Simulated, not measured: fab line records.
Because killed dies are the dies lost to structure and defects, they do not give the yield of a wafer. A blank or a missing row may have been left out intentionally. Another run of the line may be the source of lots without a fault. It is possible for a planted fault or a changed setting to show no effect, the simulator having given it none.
fab line records	flow sky130
[record] lots = 14	wafers = 42	lastDay = 50
route steps=708 shown LI_CONTACT@380 PAD_OPEN@708
lots that met no fault: taken from a fault-free run of the same line
startH: the number of hours between the record's first day and the start of the first shown wafer of the lot	waitH: how many hours have passed since the lot's step before this one	" identical to the entry in the row above	L1.1+2: several wafers, shown together as one row	- value missing, or start not given	* or withheld: withheld	< > ~ a bound
route shown NAME@n: names a module that has steps shown in the file, with the first one's number in the route	usual: the fault-free wafers' mean and standard deviation	same: alike in all rows	chamber/n: place in a boat	sites: each site's reading	_std_site: their standard deviation	_edge_site: mean of outer sites minus mean of inner sites	radiusMm: how far each site lies from the wafer's centre	mask NAME#n: copy n	behind: the most recent tool/chamber to have shaped the wafer	hold: what put the lot on hold/how long, in hours/how the hold closed	device: transistor that didn't switch, given as n, p or np	end of line: the same wafers' tests at the end of the route	where a step has no rows: the recipe by itself	killed: at the first sort, the dies lost to defects and structure; wafer yield is something else	map: a wafer's dies, marking killed ones x, the rest . and places with no die _
set.NAME: the setting the step ran with; set.NAME@STEP: the setting that earlier step ran with	model.NAME: the simulator's own value behind a step, which no gauge read
route steps across a sampled set of lots; one table per step, one row per wafer
services: a tool's chamber out of use, with start hour (startH, from the record's first day; less than 0 if before it), hours out, and reason
[[steps]]
[step SKY_LI_CONTACT_PRE_CLEAN_18]
[recipe] gas = Ar	timeS = 5.6	biasV = 358
lot.wafer	tool	chamber	startH	waitH
L321.2+3+6	pvdSputter-02	-	677.04	0.0
L322.2+4+5	pvdSputter-04	-	688.56	0.0
L323.2+3+6	pvdSputter-02	-	696.14	0.0
L325.1+2+3	pvdSputter-03	-	719.72	0.0
L327.4+5+6	pvdSputter-03	-	728.60	0.0
L329.1+3+6	pvdSputter-04	-	756.39	0.0
L334.1+2+5	pvdSputter-04	-	779.61	0.0
L335.1+3+6	pvdSputter-03	-	789.81	0.0
L336.1+3+6	pvdSputter-02	-	813.51	0.0
L339.1+2+4	pvdSputter-02	-	825.94	0.0
L341.1+2+4	pvdSputter-03	-	839.39	0.0
L342.1+4+6	pvdSputter-02	-	846.01	0.0
L343.4+5+6	pvdSputter-04	-	849.26	0.0
L344.4+5+6	pvdSputter-02	-	855.44	0.0
[step SKY_PAD_OPEN_PROBE_99]
[usual] killed_at_M0_to_M3 = 42/7	killed_at_M4_up = 3.2/1.6	killedAtContacts = 24/5.8	killedAtFrontEnd = 16/4.3	killedAtOther = 0.3/0.62	killedDies = 86/9.5	killedOnRim = 17/3.7	killedOpen = 46/6.4	killedShort = 39/6.3
[same] grossDies = 492	killedAtBackSide = 0
lot.wafer	tool	chamber	startH	waitH	hold	killed_at_M0_to_M3	killed_at_M4_up	killedAtContacts	killedAtFrontEnd	killedAtOther	killedDies	killedOnRim	killedOpen	killedShort
L321.2	prober-02	-	1077.56	0.1	-	36	1	20	15	0	72	12	44	28
L321.3	prober-02	-	1077.61	0.2	-	42	2	22	15	0	81	16	41	40
L321.6	prober-02	-	1077.76	0.2	-	43	4	26	19	0	92	17	52	40
L322.2	prober-01	-	1084.50	0.1	-	36	3	25	13	1	78	16	49	29
L322.4	prober-01	-	1084.60	0.2	-	45	2	27	10	0	84	17	41	43
L322.5	prober-01	-	1084.65	0.2	-	34	2	22	26	0	84	13	44	39
L323.2	prober-02	-	1092.11	0.1	-	43	3	23	14	0	83	18	49	34
L323.3	prober-02	-	1092.16	0.2	-	48	3	21	6	0	78	18	38	40
L323.6	prober-02	-	1092.31	0.2	-	40	2	36	15	0	93	22	49	44
L325.1	prober-02	-	1107.41	0.1	-	53	5	21	14	1	94	17	46	47
L325.2	prober-02	-	1107.46	0.1	-	54	5	20	13	1	93	14	52	39
L325.3	prober-02	-	1107.51	0.2	-	39	1	27	18	0	85	20	38	47
L327.4	prober-01	-	1114.53	0.2	-	43	5	28	14	1	91	16	47	44
L327.5	prober-01	-	1114.58	0.2	-	30	2	25	21	1	79	14	42	36
L327.6	prober-01	-	1114.63	0.2	-	38	7	33	21	0	99	22	53	44
L329.1	prober-01	-	1136.47	0.1	awaitDispo/1.7h/release	40	3	67	12	0	122	20	41	38
L329.3	prober-01	-	1136.57	0.2	awaitDispo/1.7h/release	37	3	29	9	1	79	14	38	41
L329.6	prober-01	-	1136.72	0.2	awaitDispo/1.7h/release	43	5	22	18	0	88	14	55	31
L334.1	prober-01	-	1150.45	0.1	awaitDispo/1.5h/release	42	1	76	9	0	128	14	42	34
L334.2	prober-01	-	1150.50	0.1	awaitDispo/1.5h/release	49	6	32	21	0	108	25	54	54
L334.5	prober-01	-	1150.65	0.2	awaitDispo/1.5h/release	60	5	22	23	0	110	17	53	57
L335.1	prober-02	-	1160.26	0.1	-	36	0	33	13	1	83	21	53	30
L335.3	prober-02	-	1160.36	0.2	-	42	5	26	11	0	84	14	48	35
L335.6	prober-02	-	1160.51	0.2	-	42	3	38	20	0	103	13	53	48
L336.1	prober-01	-	1171.86	0.1	-	40	3	21	19	1	84	17	45	39
L336.3	prober-01	-	1171.96	0.2	-	42	3	33	25	1	104	19	64	40
L336.6	prober-01	-	1172.11	0.2	-	51	3	21	15	2	92	18	49	43
L339.1	prober-02	-	1183.32	0.1	-	52	2	27	10	0	91	21	60	31
L339.2	prober-02	-	1183.37	0.1	-	42	5	20	15	1	83	20	46	37
L339.4	prober-02	-	1183.47	0.2	-	36	6	20	22	0	84	18	45	38
L341.1	prober-02	-	1188.81	0.1	-	42	2	14	18	1	77	16	38	39
L341.2	prober-02	-	1188.86	0.1	-	40	1	23	19	0	83	17	42	41
L341.4	prober-02	-	1188.96	0.2	-	48	4	16	17	0	85	22	51	34
L342.1	prober-01	-	1193.97	0.1	-	32	3	20	16	1	72	14	35	37
L342.4	prober-01	-	1194.12	0.2	-	48	2	20	16	0	86	16	46	40
L342.6	prober-01	-	1194.22	0.2	-	42	0	29	14	0	85	20	45	39
L343.4	prober-02	-	1195.97	0.2	-	33	4	29	13	0	79	13	40	38
L343.5	prober-02	-	1196.02	0.2	-	31	0	17	9	2	59	11	30	27
L343.6	prober-02	-	1196.07	0.2	-	35	7	24	20	0	86	20	43	41
L344.4	prober-01	-	1200.96	0.2	-	38	5	31	14	0	88	16	37	51
L344.5	prober-01	-	1201.01	0.2	-	33	2	25	7	1	68	16	43	25
L344.6	prober-01	-	1201.06	0.2	-	31	2	22	12	1	68	13	39	29
// killed by level:class
L321.2 VIA2:geometricParticle:open=10 CONTACT:geometricParticle:open=8 VIA1:geometricParticle:open=8 VIA3:geometricParticle:open=5 CONTACT:geometricParticle:short=5 FIELD_ISO:geometricParticle:open=4 FIELD_ISO:geometricParticle:short=3 SPACER:geometricParticle:short=3
L321.3 VIA3:geometricParticle:open=9 CONTACT:geometricParticle:open=8 VIA2:geometricParticle:open=6 VIA2:geometricParticle:short=6 POLY_GATE:geometricParticle:short=5 LI_CONTACT:geometricParticle:open=5 CONTACT:geometricParticle:short=4 VIA3:geometricParticle:short=4
L321.6 VIA1:geometricParticle:open=15 CONTACT:geometricParticle:open=12 VIA2:geometricParticle:open=8 POLY_GATE:geometricParticle:open=7 FIELD_ISO:geometricParticle:short=5 LI_CONTACT:geometricParticle:open=4 POLY_GATE:geometricParticle:short=4 LI_CONTACT:geometricParticle:short=4
L322.2 CONTACT:geometricParticle:open=10 VIA1:geometricParticle:open=7 VIA2:geometricParticle:open=7 LI_CONTACT:geometricParticle:open=6 VIA3:geometricParticle:open=6 FIELD_ISO:geometricParticle:open=5 LI_CONTACT:geometricParticle:short=4 FIELD_ISO:geometricParticle:short=3
L322.4 CONTACT:geometricParticle:short=10 VIA1:geometricParticle:open=10 CONTACT:geometricParticle:open=7 METAL1:geometricParticle:short=7 METAL2:geometricParticle:short=6 LI_CONTACT:geometricParticle:open=5 VIA3:geometricParticle:open=5 VIA2:geometricParticle:open=5
L322.5 VIA1:geometricParticle:open=8 VIA2:geometricParticle:open=8 SPACER:geometricParticle:short=5 LI_CONTACT:geometricParticle:open=5 LOCAL_INTERCONNECT:geometricParticle:short=5 CONTACT:geometricParticle:open=5 POLY_GATE:geometricParticle:short=4 POLY_GATE:geometricParticle:open=4
L323.2 VIA1:geometricParticle:open=13 CONTACT:geometricParticle:open=10 VIA2:geometricParticle:open=8 CONTACT:geometricParticle:short=6 METAL1:geometricParticle:short=5 POLY_GATE:geometricParticle:short=4 LI_CONTACT:geometricParticle:open=4 VIA3:geometricParticle:short=4
L323.3 VIA1:geometricParticle:open=13 VIA2:geometricParticle:open=7 VIA3:geometricParticle:short=6 CONTACT:geometricParticle:open=6 LOCAL_INTERCONNECT:geometricParticle:short=5 CONTACT:geometricParticle:short=5 VIA1:geometricParticle:short=5 LI_CONTACT:geometricParticle:open=4
L323.6 LOCAL_INTERCONNECT:geometricParticle:short=10 CONTACT:geometricParticle:open=9 VIA2:geometricParticle:open=7 LI_CONTACT:geometricParticle:open=6 CONTACT:geometricParticle:short=6 VIA3:geometricParticle:open=6 METAL1:geometricParticle:short=5 VIA1:geometricParticle:short=5
L325.1 VIA1:geometricParticle:open=13 CONTACT:geometricParticle:open=7 METAL1:geometricParticle:short=7 VIA2:geometricParticle:open=7 VIA3:geometricParticle:short=5 LI_CONTACT:geometricParticle:open=5 METAL2:geometricParticle:short=5 VIA3:geometricParticle:open=5
L325.2 VIA1:geometricParticle:open=14 LI_CONTACT:geometricParticle:open=9 VIA3:geometricParticle:open=8 METAL1:geometricParticle:short=6 METAL2:geometricParticle:short=6 VIA2:geometricParticle:open=6 FIELD_ISO:geometricParticle:open=5 CONTACT:geometricParticle:short=4
L325.3 CONTACT:geometricParticle:short=9 VIA3:geometricParticle:open=8 FIELD_ISO:geometricParticle:short=7 LI_CONTACT:geometricParticle:open=6 CONTACT:geometricParticle:open=6 VIA1:geometricParticle:open=6 POLY_GATE:geometricParticle:short=5 VIA2:geometricParticle:open=5
L327.4 CONTACT:geometricParticle:open=12 VIA1:geometricParticle:open=10 METAL2:geometricParticle:short=9 METAL1:geometricParticle:short=6 LI_CONTACT:geometricParticle:open=5 CONTACT:geometricParticle:short=5 VIA1:geometricParticle:short=5 FIELD_ISO:geometricParticle:open=4
L327.5 VIA1:geometricParticle:open=11 POLY_GATE:geometricParticle:open=8 CONTACT:geometricParticle:open=8 VIA1:geometricParticle:short=7 CONTACT:geometricParticle:short=6 LOCAL_INTERCONNECT:geometricParticle:short=5 FIELD_ISO:geometricParticle:short=4 LI_CONTACT:geometricParticle:open=4
L327.6 CONTACT:geometricParticle:open=14 VIA3:geometricParticle:open=8 LI_CONTACT:geometricParticle:open=7 VIA1:geometricParticle:open=7 LOCAL_INTERCONNECT:geometricParticle:short=6 POLY_GATE:geometricParticle:short=5 METAL4:geometricParticle:short=5 METAL2:geometricParticle:short=5
L329.1 LI_CONTACT:unspecified=43 VIA1:geometricParticle:open=13 CONTACT:geometricParticle:open=7 LI_CONTACT:geometricParticle:open=6 CONTACT:geometricParticle:short=5 LOCAL_INTERCONNECT:geometricParticle:short=5 METAL2:geometricParticle:short=5 METAL1:geometricParticle:short=4
L329.3 CONTACT:geometricParticle:open=11 VIA1:geometricParticle:open=8 METAL2:geometricParticle:short=8 LOCAL_INTERCONNECT:geometricParticle:short=6 CONTACT:geometricParticle:short=5 METAL1:geometricParticle:short=5 VIA2:geometricParticle:open=5 LI_CONTACT:geometricParticle:open=4
L329.6 VIA1:geometricParticle:open=10 CONTACT:geometricParticle:open=8 LI_CONTACT:geometricParticle:open=6 METAL1:geometricParticle:short=6 VIA2:geometricParticle:open=6 METAL1:geometricParticle:open=5 FIELD_ISO:geometricParticle:open=4 FIELD_ISO:geometricParticle:short=4
L334.1 LI_CONTACT:unspecified=52 CONTACT:geometricParticle:open=10 VIA3:geometricParticle:open=9 METAL2:geometricParticle:short=8 VIA1:geometricParticle:open=7 LI_CONTACT:geometricParticle:open=4 LI_CONTACT:geometricParticle:short=4 CONTACT:geometricParticle:short=4
L334.2 VIA1:geometricParticle:open=15 CONTACT:geometricParticle:short=9 LI_CONTACT:geometricParticle:open=8 METAL1:geometricParticle:short=7 CONTACT:geometricParticle:open=6 LOCAL_INTERCONNECT:geometricParticle:short=6 VIA3:geometricParticle:open=6 POLY_GATE:geometricParticle:short=5
L334.5 VIA1:geometricParticle:short=11 VIA3:geometricParticle:open=10 CONTACT:geometricParticle:open=9 VIA1:geometricParticle:open=7 METAL3:geometricParticle:short=6 CONTACT:geometricParticle:short=6 METAL1:geometricParticle:short=6 VIA2:geometricParticle:open=6
L335.1 VIA1:geometricParticle:open=12 LI_CONTACT:geometricParticle:open=11 CONTACT:geometricParticle:open=9 VIA2:geometricParticle:open=5 LOCAL_INTERCONNECT:geometricParticle:short=5 POLY_GATE:geometricParticle:open=4 LI_CONTACT:geometricParticle:short=4 METAL1:geometricParticle:open=4
L335.3 VIA1:geometricParticle:open=13 CONTACT:geometricParticle:open=9 VIA2:geometricParticle:open=8 CONTACT:geometricParticle:short=6 LOCAL_INTERCONNECT:geometricParticle:short=5 VIA3:geometricParticle:open=5 POLY_GATE:geometricParticle:open=4 LI_CONTACT:geometricParticle:open=4
L335.6 CONTACT:geometricParticle:open=15 METAL2:geometricParticle:short=8 VIA2:geometricParticle:open=8 CONTACT:geometricParticle:short=7 VIA1:geometricParticle:short=7 VIA3:geometricParticle:open=7 LOCAL_INTERCONNECT:geometricParticle:short=6 LI_CONTACT:geometricParticle:open=6
L336.1 CONTACT:geometricParticle:open=10 VIA1:geometricParticle:open=7 FIELD_ISO:geometricParticle:short=6 LI_CONTACT:geometricParticle:open=6 VIA2:geometricParticle:open=6 METAL1:geometricParticle:short=6 METAL2:geometricParticle:short=5 POLY_GATE:geometricParticle:short=4
L336.3 VIA1:geometricParticle:open=16 CONTACT:geometricParticle:open=11 LI_CONTACT:geometricParticle:open=10 FIELD_ISO:geometricParticle:short=7 FIELD_ISO:geometricParticle:open=6 LOCAL_INTERCONNECT:geometricParticle:short=6 VIA2:geometricParticle:open=6 POLY_GATE:geometricParticle:open=5
L336.6 CONTACT:geometricParticle:open=12 VIA1:geometricParticle:open=12 VIA1:geometricParticle:short=10 VIA3:geometricParticle:open=6 FIELD_ISO:geometricParticle:short=5 METAL2:geometricParticle:short=5 VIA2:geometricParticle:open=5 VIA2:geometricParticle:short=5
L339.1 VIA1:geometricParticle:open=15 VIA3:geometricParticle:open=13 CONTACT:geometricParticle:open=11 CONTACT:geometricParticle:short=6 METAL1:geometricParticle:short=5 LI_CONTACT:geometricParticle:open=4 METAL2:geometricParticle:short=4 VIA2:geometricParticle:open=4
L339.2 CONTACT:geometricParticle:open=9 VIA1:geometricParticle:open=7 METAL2:geometricParticle:short=6 FIELD_ISO:geometricParticle:open=5 METAL1:geometricParticle:short=5 VIA2:geometricParticle:open=5 POLY_GATE:geometricParticle:short=4 LI_CONTACT:geometricParticle:open=4
L339.4 VIA1:geometricParticle:open=9 CONTACT:geometricParticle:open=8 FIELD_ISO:geometricParticle:open=6 VIA1:geometricParticle:short=6 POLY_GATE:geometricParticle:open=5 LI_CONTACT:geometricParticle:open=5 FIELD_ISO:geometricParticle:short=4 POLY_GATE:geometricParticle:short=4
L341.1 VIA3:geometricParticle:open=8 METAL1:geometricParticle:short=7 FIELD_ISO:geometricParticle:open=6 FIELD_ISO:geometricParticle:short=6 LI_CONTACT:geometricParticle:open=5 CONTACT:geometricParticle:open=5 VIA2:geometricParticle:short=5 METAL3:geometricParticle:short=5
L341.2 LI_CONTACT:geometricParticle:open=11 VIA1:geometricParticle:open=9 FIELD_ISO:geometricParticle:short=7 CONTACT:geometricParticle:open=7 VIA3:geometricParticle:open=7 POLY_GATE:geometricParticle:short=5 METAL3:geometricParticle:short=5 METAL1:geometricParticle:short=5
L341.4 VIA1:geometricParticle:open=11 VIA2:geometricParticle:open=9 LI_CONTACT:geometricParticle:open=7 FIELD_ISO:geometricParticle:short=6 FIELD_ISO:geometricParticle:open=6 CONTACT:geometricParticle:open=6 METAL2:geometricParticle:short=6 VIA3:geometricParticle:open=5
L342.1 CONTACT:geometricParticle:open=9 METAL2:geometricParticle:short=7 LI_CONTACT:geometricParticle:open=5 FIELD_ISO:geometricParticle:short=4 CONTACT:geometricParticle:short=4 METAL1:geometricParticle:short=4 METAL2:geometricParticle:open=4 VIA2:geometricParticle:open=4
L342.4 VIA1:geometricParticle:open=12 CONTACT:geometricParticle:open=10 METAL2:geometricParticle:short=10 METAL1:geometricParticle:short=7 VIA2:geometricParticle:open=6 FIELD_ISO:geometricParticle:open=5 POLY_GATE:geometricParticle:short=4 LI_CONTACT:geometricParticle:open=4
L342.6 CONTACT:geometricParticle:open=14 VIA1:geometricParticle:open=9 CONTACT:geometricParticle:short=7 FIELD_ISO:geometricParticle:open=5 VIA1:geometricParticle:short=5 VIA2:geometricParticle:open=4 METAL2:geometricParticle:short=4 VIA3:geometricParticle:open=4
L343.4 VIA2:geometricParticle:open=11 LI_CONTACT:geometricParticle:open=8 LI_CONTACT:geometricParticle:short=6 METAL1:geometricParticle:short=6 LOCAL_INTERCONNECT:geometricParticle:short=5 CONTACT:geometricParticle:short=5 CONTACT:geometricParticle:open=5 VIA1:geometricParticle:open=5
L343.5 VIA1:geometricParticle:open=9 LOCAL_INTERCONNECT:geometricParticle:short=6 CONTACT:geometricParticle:open=5 METAL1:geometricParticle:short=5 VIA2:geometricParticle:open=4 SPACER:geometricParticle:short=3 LI_CONTACT:geometricParticle:open=3 VIA3:geometricParticle:open=3
L343.6 CONTACT:geometricParticle:open=11 VIA1:geometricParticle:open=9 VIA3:geometricParticle:open=7 METAL4:geometricParticle:short=6 FIELD_ISO:geometricParticle:open=5 POLY_GATE:geometricParticle:short=5 METAL1:geometricParticle:short=5 VIA3:geometricParticle:short=5
L344.4 LI_CONTACT:geometricParticle:open=8 CONTACT:geometricParticle:open=8 METAL2:geometricParticle:short=7 METAL1:geometricParticle:short=7 VIA1:geometricParticle:short=7 CONTACT:geometricParticle:short=6 VIA1:geometricParticle:open=6 POLY_GATE:geometricParticle:open=5
L344.5 CONTACT:geometricParticle:open=13 LI_CONTACT:geometricParticle:open=7 VIA3:geometricParticle:open=7 VIA2:geometricParticle:open=5 VIA3:geometricParticle:short=5 VIA1:geometricParticle:open=4 LI_CONTACT:geometricParticle:short=3 VIA1:geometricParticle:short=3
L344.6 CONTACT:geometricParticle:open=11 VIA2:geometricParticle:open=6 LI_CONTACT:geometricParticle:open=5 METAL2:geometricParticle:short=5 METAL3:geometricParticle:short=5 METAL1:geometricParticle:short=4 CONTACT:geometricParticle:short=4 FIELD_ISO:geometricParticle:open=3
[[services]]
tool	chamber	startH	hours	kind
pvdSputter-04	-	718.25	0.5	repair
pvdSputter-02	3	731.71	-	consumableReplace:kit
pvdSputter-02	3	731.71	18.0	scheduledDown
pvdSputter-02	3	731.71	18.0	ventCycle
pvdSputter-04	-	767.10	8.7	repair
pvdSputter-04	-	772.98	3.3	repair
pvdSputter-03	-	823.27	1.2	repair
pvdSputter-03	1	835.05	-	consumableReplace:kit
pvdSputter-03	1	835.05	18.0	scheduledDown
pvdSputter-03	1	835.05	18.0	ventCycle
[[key]]
[firstSign] step = SKY_PAD_OPEN_PROBE_99	reading = killedAtContacts	direction = up	sigmas = 8.1	usual = 24	struck = 72
[effect] step = SKY_PAD_OPEN_PROBE_99	reading = killedDies	direction = up	sigmas = 4.2	usual = 86	struck = 125
metAt SKY_LI_CONTACT_PRE_CLEAN_18
struckLots L329,L334
struckWafers L329.1,L334.1
testerLeftOut L329,L334
onsetBetween 688.56 756.39
[fault] kind = chamberParticleSource	tool = pvdSputter-04	chamber = -	onsetH = 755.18	steps = SKY_LI_CONTACT_PRE_CLEAN_18	ratePerVisitCm2 = 0.54211	endH = 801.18	scope = struckWafersOnly
// testerLeftOut: of these lots the tester's yield and bins aren't shown, on N5 and GAA mostly nor the transistor test; their killed dies are dies lost to structure and defects alone, not to doping, threshold or leakage, so they don't give the yield
